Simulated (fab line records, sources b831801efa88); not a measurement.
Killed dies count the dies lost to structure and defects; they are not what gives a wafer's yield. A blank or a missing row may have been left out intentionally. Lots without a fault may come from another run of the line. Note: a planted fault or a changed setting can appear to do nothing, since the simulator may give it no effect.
fab line records	flow sky130
record: lots: 6	wafers: 18	lastDay: 50
route steps=708 shown CONTACT@418 METAL1@434 PAD_OPEN@708
lots that met no fault: taken from a fault-free run of the same line
startH: start of the lot's first displayed wafer, in hours after the record's first day	waitH: hours elapsed since this lot's preceding step	" unchanged from the row above	L1.1+2: several wafers, shown together as one row	- no value, or no start was given	* or withheld: withheld	< > ~ a bound
route shown NAME@n: a module of which the file shows steps, and the number in the route of the first	usual: the fault-free wafers' mean and standard deviation	same: alike in all rows	chamber/n: place in a boat	sites: per-site readings	_std_site: how widely they spread, as a standard deviation	_edge_site: mean of outer sites minus mean of inner sites	radiusMm: for every site, how far away it sits from the centre of the wafer	mask NAME#n: copy n	behind: tool/chamber where the wafer was last shaped	hold: the reason the lot was held/the length of the hold in hours/how it ended	device: the n, p or np transistor that did not switch	end of line: the tests these same wafers got at the end of their route	where a step has no rows: the recipe by itself	killed: the dies lost at the first sort to structure and to defects; this is not the yield of the wafer	map: per-die view of a wafer (x killed, . not killed, _ where there is no die)
set.NAME: the setting the step ran with; set.NAME@STEP: the setting that earlier step ran with	model.NAME: the simulator's own value behind a step, which no gauge read
a table for each step, a row for each wafer; lots at some steps of the route
services: a tool's chamber out of use, with start hour (startH, from the record's first day; less than 0 if before it), hours out, and reason
== steps ==
step: SKY_CONTACT_PEB_12
recipe: pebTempC: withheld	pebTimeS: withheld	resist: KrF-thick
step: SKY_CONTACT_DEVELOP_13
recipe: developTimeS: 60	resist: KrF-thick	devTempC: 21
step: SKY_CONTACT_CD_MEAS_14
recipe: targetCdNm: 170
usual: cdNm: 170.1/1.3
lot.wafer	tool	chamber	startH	waitH	cdNm
L733.1	cdSem-02	-	772.89	-	171.9
L733.2	"	-	"	"	171.4
L733.4	"	-	"	"	170.9
L734.1	cdSem-01	-	782.95	-	170.9
L734.4	"	-	"	"	171.1
L734.6	"	-	"	"	171.1
L741.3	cdSem-02	-	829.99	-	170.0
L741.4	"	-	"	"	170.1
L741.6	"	-	"	"	168.6
L742.1	cdSem-01	-	845.15	-	169.7
L742.2	"	-	"	"	171.1
L742.6	"	-	"	"	170.9
L747.1	cdSem-02	-	885.79	-	169.4
L747.3	"	-	"	"	169.5
L747.4	"	-	"	"	168.6
L751.1	cdSem-01	-	913.05	-	170.4
L751.2	"	-	"	"	171.4
L751.4	"	-	"	"	169.9
step: SKY_CONTACT_OVL_MEAS_15
usual: CONTACT_OVL: 0/6.2
lot.wafer	tool	chamber	startH	waitH	CONTACT_OVL[nm]
L733.1	overlay-02	-	773.01	0.1	-7
L733.2	"	-	"	"	-7
L733.4	"	-	"	"	-5
L734.1	overlay-02	-	783.07	0.1	2
L734.4	"	-	"	"	-2
L734.6	"	-	"	"	6
L741.3	overlay-01	-	830.09	0.1	1
L741.4	"	-	"	"	1
L741.6	"	-	"	"	6
L742.1	overlay-02	-	845.27	0.1	-6
L742.2	"	-	"	"	-11
L742.6	"	-	"	"	-10
L747.1	overlay-02	-	885.91	0.1	-3
L747.3	"	-	"	"	-1
L747.4	"	-	"	"	-4
L751.1	overlay-01	-	913.17	0.1	3
L751.2	"	-	"	"	10
L751.4	"	-	"	"	1
step: SKY_CONTACT_ETCH_16
recipe: chemistry: N2/H2	target: BARC	ionEnergyEv: 200	sourceW: 500	biasW: 100	pressureMtorr: 30	n2FlowSccm: 100	h2FlowSccm: 200	stopOn: SiO2	timeS: 45.9	targetDepthA: 600
usual: biasW: 100.00/0.29	drypumpMotorCurrentA: 5.5/0.34	oesProductAu: 0.855/0.0046	throttleValvePct: 13.224/0.0098
lot.wafer	tool	chamber	startH	waitH	biasW	drypumpMotorCurrentA	oesProductAu	rfHoursCounterH	throttleValvePct
L733.1	rieDiel-04	2	773.05	0.0	99.76	5.6	0.858	10	13.221
L733.2	"	3	"	"	99.59	5.2	0.859	10	13.217
L733.4	"	0	"	"	100.18	5.0	0.863	6	13.219
L734.1	rieDiel-03	3	783.11	0.0	99.66	5.3	0.857	22	13.227
L734.4	"	0	"	"	99.84	5.2	0.858	22	13.236
L734.6	"	1	"	"	99.37	5.3	0.859	-	13.233
L741.3	rieDiel-04	3	830.11	0.0	99.96	5.2	0.849	12	13.217
L741.4	"	0	"	"	100.28	5.0	0.860	7	13.204
L741.6	"	2	"	"	100.56	5.6	0.853	-	13.245
L742.1	rieDiel-02	1	845.31	0.0	99.74	6.0	0.859	15	13.231
L742.2	"	3	"	"	100.04	5.1	0.850	23	13.223
L742.6	"	1	"	"	99.29	6.0	0.860	-	13.220
L747.1	rieDiel-02	0	885.95	0.0	100.21	5.9	0.856	24	13.216
L747.3	"	3	"	"	100.39	5.1	0.859	24	13.231
L747.4	"	2	"	"	100.10	5.9	0.857	24	13.214
L751.1	rieDiel-04	0	913.21	0.0	100.11	5.0	0.853	10	13.247
L751.2	"	3	"	"	100.02	5.2	0.857	14	13.225
L751.4	"	2	"	"	100.16	5.6	0.861	13	13.221
step: SKY_CONTACT_ETCH_17
recipe: target: SiO2	chemistry: C4F8/O2/Ar	stopOn: Si3N4	maskMaterial: KrF-thick	sourceW: 1500	biasW: 1200	pressureMtorr: 40	c4f8FlowSccm: withheld	O2_flow_sccm: 6	Ar_flow_sccm: 300	timeS: withheld	targetDepthA: 3400
usual: biasW: 1200/3.8	oesProductAu: 0.892/0.0053
lot.wafer	tool	chamber	startH	waitH	biasW	oesProductAu
L733.1	rieDiel-04	2	773.09	0.0	1196	0.889
L733.2	"	3	"	"	1199	0.900
L733.4	"	0	"	"	1201	0.881
L734.1	rieDiel-03	3	783.15	0.0	1202	0.899
L734.4	"	0	"	"	1198	0.891
L734.6	"	1	"	"	1203	0.895
L741.3	rieDiel-04	3	830.15	0.0	1194	0.892
L741.4	"	0	"	"	1198	0.895
L741.6	"	2	"	"	1203	0.904
L742.1	rieDiel-02	1	845.35	0.0	1201	0.898
L742.2	"	3	"	"	1204	0.899
L742.6	"	1	"	"	1199	0.890
L747.1	rieDiel-02	0	885.99	0.0	1202	0.885
L747.3	"	3	"	"	1197	0.878
L747.4	"	2	"	"	1209	0.893
L751.1	rieDiel-04	0	913.25	0.0	1199	0.892
L751.2	"	3	"	"	1197	0.887
L751.4	"	2	"	"	1197	0.899
step: SKY_CONTACT_ETCH_18
recipe: target: Si3N4	chemistry: CHF3/O2	stopOn: TiN	sourceW: 600	biasW: 200	pressureMtorr: 40	chf3FlowSccm: 50	O2_flow_sccm: 5	timeS: 39	targetDepthA: 750
usual: biasW: 199.9/0.57	drypumpMotorCurrentA: 5.5/0.34	oesProductAu: 0.853/0.0073	throttleValvePct: 8.793/0.011
lot.wafer	tool	chamber	startH	waitH	biasW	drypumpMotorCurrentA	oesProductAu	rfHoursCounterH	throttleValvePct
L733.1	rieDiel-04	2	-	-	200.0	5.6	0.847	10	8.792
L733.2	"	3	"	"	200.3	5.2	0.843	10	8.805
L733.4	"	0	"	"	201.8	5.0	0.857	6	8.806
L734.1	rieDiel-03	3	-	-	200.4	5.3	0.857	22	8.790
L734.4	"	0	"	"	200.0	5.2	0.864	22	8.772
L734.6	"	1	"	"	199.8	5.3	0.863	-	8.813
L741.3	rieDiel-04	3	-	-	199.8	5.2	0.855	12	8.796
L741.4	"	0	"	"	199.4	5.0	0.853	7	8.801
L741.6	"	2	"	"	199.4	5.6	0.860	-	8.803
L742.1	rieDiel-02	1	-	-	200.1	6.0	0.849	15	8.777
L742.2	"	3	"	"	201.1	5.1	0.851	23	8.798
L742.6	"	1	"	"	200.1	6.0	0.861	-	8.789
L747.1	rieDiel-02	0	-	-	199.9	5.9	0.849	24	8.798
L747.3	"	3	"	"	199.9	5.1	0.843	24	8.783
L747.4	"	2	"	"	200.0	5.9	0.855	24	8.802
L751.1	rieDiel-04	0	-	-	200.2	5.0	0.850	10	8.792
L751.2	"	3	"	"	199.6	5.2	0.851	14	8.780
L751.4	"	2	"	"	199.9	5.6	0.861	13	8.798
step: SKY_CONTACT_STRIP_19
recipe: chemistry: O2/N2	powerW: 1400	pressureMtorr: 1500	platenTempC: withheld	o2FlowSccm: 3000	n2FlowSccm: 300	overashFraction: 0.5
step: SKY_CONTACT_STRIP_20
recipe: chemistry: postEtchResidueRemover	timeS: 1200	tempC: 72.5
step: SKY_CONTACT_CLEAN_21
recipe: chemistry: IPA	timeS: 180	tempC: 25
step: SKY_CONTACT_CLEAN_22
recipe: chemistry: O3/DIW	dry: n2Spin
step: SKY_CONTACT_SPUTTER_23
recipe: material: TiN	targetThkNm: 20	chamberPressurePa: 5	powerW: 4000	timeS: 80
usual: cathodeDcPowerW: 4000.0/0.73	throttleValvePct: 30.1/0.57
lot.wafer	tool	chamber	startH	waitH	cathodeDcPowerW	throttleValvePct
L733.1	pvdSputter-03	-	773.82	0.0	4000.3	29.9
L733.2	"	-	"	"	4000.0	30.5
L733.4	"	-	"	"	4000.0	29.5
L734.1	pvdSputter-02	-	783.99	0.0	3998.5	30.3
L734.4	"	-	"	"	4000.9	29.5
L734.6	"	-	"	"	4000.4	30.6
L741.3	pvdSputter-02	-	830.85	0.0	3999.2	30.1
L741.4	"	-	"	"	3999.5	30.8
L741.6	"	-	"	"	3999.8	30.6
L742.1	pvdSputter-03	-	846.04	0.0	4000.0	29.6
L742.2	"	-	"	"	4000.9	30.6
L742.6	"	-	"	"	3999.5	29.6
L747.1	pvdSputter-03	-	886.70	0.0	4000.9	30.4
L747.3	"	-	"	"	4000.0	30.4
L747.4	"	-	"	"	3999.9	29.8
L751.1	pvdSputter-04	-	913.93	0.0	3999.4	29.8
L751.2	"	-	"	"	3999.3	31.0
L751.4	"	-	"	"	4000.4	29.1
step: SKY_CONTACT_CVD_24
recipe: material: W	targetThkNm: 340	timeS: 102.12	tempC: 400	pressureTorr: 40
usual: heaterPowerW: 937/78
lot.wafer	tool	chamber	startH	waitH	heaterPowerW	model.W_of_CONTACT_CVD_24.thkNm
L733.1	cvdW-02	0	773.88	0.0	1100	345.6
L733.2	"	1	"	"	887	342
L733.4	"	1	"	"	879	344.1
L734.1	cvdW-02	0	784.05	0.0	1057	344.4
L734.4	"	1	"	"	872	343.3
L734.6	"	1	"	"	885	339.2
L741.3	cvdW-02	0	830.95	0.1	1088	182.4
L741.4	"	1	"	"	875	340
L741.6	"	0	"	"	1041	343.4
L742.1	cvdW-02	1	846.10	0.0	884	340.8
L742.2	"	0	"	"	1100	181.2
L742.6	"	0	"	"	1046	339.6
L747.1	cvdW-01	1	886.77	0.0	902	332.3
L747.3	"	1	"	"	904	335.5
L747.4	"	0	"	"	912	343.7
L751.1	cvdW-02	0	913.99	0.0	1079	344.7
L751.2	"	1	"	"	892	340.6
L751.4	"	1	"	"	881	342.2
step: SKY_CONTACT_RS_MEAS_25
recipe: thkMeasGauge: four-point-probe	reads: W_of_CONTACT_CVD_24+TiN_of_CONTACT_SPUTTER_23
usual: CONTACT_W_RS: 0.337/0.0042
lot.wafer	tool	chamber	startH	waitH	CONTACT_W_RS[ohm/sq]
L733.1	filmMetro-04	-	773.99	0.1	0.332
L733.2	"	-	"	"	0.336
L733.4	"	-	"	"	0.333
L734.1	filmMetro-03	-	784.16	0.1	0.333
L734.4	"	-	"	"	0.335
L734.6	"	-	"	"	0.339
L741.3	filmMetro-04	-	831.06	0.1	0.635
L741.4	"	-	"	"	0.338
L741.6	"	-	"	"	0.334
L742.1	filmMetro-03	-	846.21	0.1	0.337
L742.2	"	-	"	"	0.641
L742.6	"	-	"	"	0.338
L747.1	filmMetro-01	-	886.88	0.1	0.346
L747.3	"	-	"	"	0.342
L747.4	"	-	"	"	0.334
L751.1	filmMetro-04	-	914.10	0.1	0.333
L751.2	"	-	"	"	0.337
L751.4	"	-	"	"	0.336
step: SKY_CONTACT_THK_MEAS_26
recipe: thkMeasGauge: xrf	reads: W_of_CONTACT_CVD_24
usual: CONTACT_W_THK: 330/4.6
lot.wafer	tool	chamber	startH	waitH	CONTACT_W_THK[nm]
L733.1	filmMetro-04	-	774.11	0.1	337
L733.2	"	-	"	"	332
L733.4	"	-	"	"	333
L734.1	filmMetro-03	-	784.28	0.1	326
L734.4	"	-	"	"	327
L734.6	"	-	"	"	324
L741.3	filmMetro-04	-	831.16	0.1	179
L741.4	"	-	"	"	331
L741.6	"	-	"	"	332
L742.1	filmMetro-03	-	846.33	0.1	327
L742.2	"	-	"	"	176
L742.6	"	-	"	"	327
L747.1	filmMetro-01	-	887.00	0.1	324
L747.3	"	-	"	"	328
L747.4	"	-	"	"	337
L751.1	filmMetro-04	-	914.22	0.1	336
L751.2	"	-	"	"	331
L751.4	"	-	"	"	333
step: SKY_CONTACT_CMP_27
recipe: stopOn: SiO2	tOverpolishS: 15	downForcePsi: 3.5	platenRpm: 60	targetThkNm: 0	padVelocityMS: 0.94248
usual: motorCurrentA: 10.9/1.2	timeToEndpointS: 83/6.4
lot.wafer	tool	chamber	startH	waitH	motorCurrentA	timeToEndpointS
L733.4	cmp-02	1	774.22	0.1	9.9	72
L733.2	"	2	"	"	10.9	84
L733.1	"	3	"	"	11.1	88
L734.4	cmp-02	3	784.39	0.1	10.6	85
L734.1	"	0	"	"	10.0	91
L734.6	"	2	"	"	11.4	77
L741.3	cmp-01	2	831.25	0.1	10.2	48
L741.4	"	3	"	"	14.1	87
L741.6	"	1	"	"	11.3	83
L742.2	cmp-02	0	846.49	0.1	10.4	53
L742.1	"	1	"	"	9.8	77
L742.6	"	2	"	"	10.8	85
L747.1	cmp-02	1	887.06	0.1	9.3	67
L747.3	"	2	"	"	10.5	78
L747.4	"	0	"	"	10.2	86
L751.1	cmp-01	1	914.28	0.1	11.1	80
L751.2	"	3	"	"	13.4	90
L751.4	"	0	"	"	11.0	83
step: SKY_METAL1_SPUTTER_00
recipe: material: Ti	targetThkNm: 15	powerW: 3000	timeS: 10	chamberPressurePa: 0.4
usual: cathodeDcPowerW: 2999.9/0.56	throttleValvePct: 30.1/0.64
lot.wafer	tool	chamber	startH	waitH	cathodeDcPowerW	throttleValvePct
L733.1	pvdSputter-04	-	774.49	0.1	3000.0	29.8
L733.2	"	-	"	"	2999.6	31.0
L733.4	"	-	"	"	2998.7	28.9
L734.1	pvdSputter-04	-	784.64	0.1	2999.2	31.1
L734.4	"	-	"	"	2999.9	29.1
L734.6	"	-	"	"	3000.0	29.7
L741.3	pvdSputter-02	-	831.50	0.2	3001.2	29.4
L741.4	"	-	"	"	3000.7	30.3
L741.6	"	-	"	"	2999.8	29.1
L742.1	pvdSputter-02	-	846.69	0.1	3000.2	30.1
L742.2	"	-	"	"	3000.8	30.2
L742.6	"	-	"	"	3000.2	30.2
L747.1	pvdSputter-02	-	887.38	0.3	3000.6	30.6
L747.3	"	-	"	"	3000.3	30.1
L747.4	"	-	"	"	3000.6	29.5
L751.1	pvdSputter-02	-	914.58	0.2	2999.9	30.6
L751.2	"	-	"	"	2999.8	30.0
L751.4	"	-	"	"	3000.1	30.7
step: SKY_PAD_OPEN_PROBE_99
usual: killed_at_M0_to_M3: 44/6.9	killed_at_M4_up: 3.2/1.8	killedAtContacts: 23/5.2	killedAtFrontEnd: 15/4.5	killedAtOther: 0.3/0.56	killedDies: 85/8.8	killedOpen: 47/6.7	killedShort: 39/6.4
same: grossDies: 492	killedAtBackSide: 0
lot.wafer	tool	chamber	startH	waitH	killed_at_M0_to_M3	killed_at_M4_up	killedAtContacts	killedAtFrontEnd	killedAtOther	killedDies	killedOpen	killedShort
L734.4	prober-02	-	1109.95	0.2	41	2	25	16	0	84	56	28
L734.6	prober-02	-	1110.05	0.2	49	3	18	15	1	86	52	34
L741.3	prober-02	-	1147.43	0.2	63	7	27	14	0	111	51	60
killed by level:class
L734.4 LI_CONTACT:geometricParticle:open=14 CONTACT:geometricParticle:open=8 VIA1:geometricParticle:open=8 VIA3:geometricParticle:open=7 VIA2:geometricParticle:open=6 FIELD_ISO:geometricParticle:short=5 METAL1:geometricParticle:short=5 VIA2:geometricParticle:short=4
L734.6 VIA1:geometricParticle:open=15 CONTACT:geometricParticle:open=8 VIA3:geometricParticle:open=7 VIA2:geometricParticle:short=6 VIA2:geometricParticle:open=5 POLY_GATE:geometricParticle:open=4 POLY_GATE:geometricParticle:short=4 LI_CONTACT:geometricParticle:open=4
L741.3 METAL1:geometricParticle:short=10 VIA1:geometricParticle:open=10 VIA3:geometricParticle:open=10 METAL2:geometricParticle:short=9 LI_CONTACT:geometricParticle:open=7 METAL4:geometricParticle:short=7 LI_CONTACT:geometricParticle:short=6 CONTACT:geometricParticle:open=6
== services ==
tool	chamber	startH	hours	kind
cmp-01	-	749.54	-	consumableReplace:conditioner
cmp-01	-	749.54	-	consumableReplace:pad
rieDiel-02	-	774.47	4.3	pm
rieDiel-02	-	780.49	1.0	repair
cmp-01	-	793.44	4.8	pm
cvdW-01	1	801.00	8.2	repair
rieDiel-02	3	814.48	7.2	repair
cmp-01	-	818.53	6.7	repair
rieDiel-04	2	821.85	2.5	repair
rieDiel-03	3	835.57	7.0	repair
pvdSputter-02	-	842.70	1.3	repair
cvdW-01	-	844.09	6.0	pm
cvdW-01	0	859.38	13.3	repair
cvdW-02	-	872.42	1.5	repair
rieDiel-02	-	884.57	0.9	repair
cvdW-01	-	904.00	14.0	pm
cvdW-01	0	904.00	14.0	ventCycle
cvdW-01	1	904.00	14.0	ventCycle
cmp-02	-	911.44	1.6	repair
cmp-02	-	913.07	4.0	pm
== key ==
firstSign: step: SKY_CONTACT_RS_MEAS_25	reading: CONTACT_W_RS	direction: up	sigmas: 72	usual: 0.337	struck: 0.638
effect: step: SKY_CONTACT_THK_MEAS_26	reading: CONTACT_W_THK	direction: down	sigmas: 33	usual: 330	struck: 177
effect: step: SKY_CONTACT_CMP_27	reading: timeToEndpointS	direction: down	sigmas: 5.1	usual: *	struck: *
modelEffect: step: SKY_CONTACT_CVD_24	value: W_of_CONTACT_CVD_24.thkNm	without: 343.2	struck: 181.8
metAt SKY_CONTACT_CVD_24
struckWafers L741.3,L742.2
testerLeftOut L741,L742
onsetBetween 784.05 830.95
fault: kind: processParameterDrift	tool: cvdW-02	chamber: -	onsetH: 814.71	steps: SKY_CONTACT_CVD_24	channel: targetThkNm	offset: -161.45	shape: step	endH: 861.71	scope: struckWafersOnly	actsIn: theseRecipesOnly	stated: 340
testerLeftOut: of these lots the tester's yield and bins aren't shown, on N5 and GAA mostly nor the transistor test; their killed dies are dies lost to structure and defects alone, not to doping, threshold or leakage, so they don't give the yield
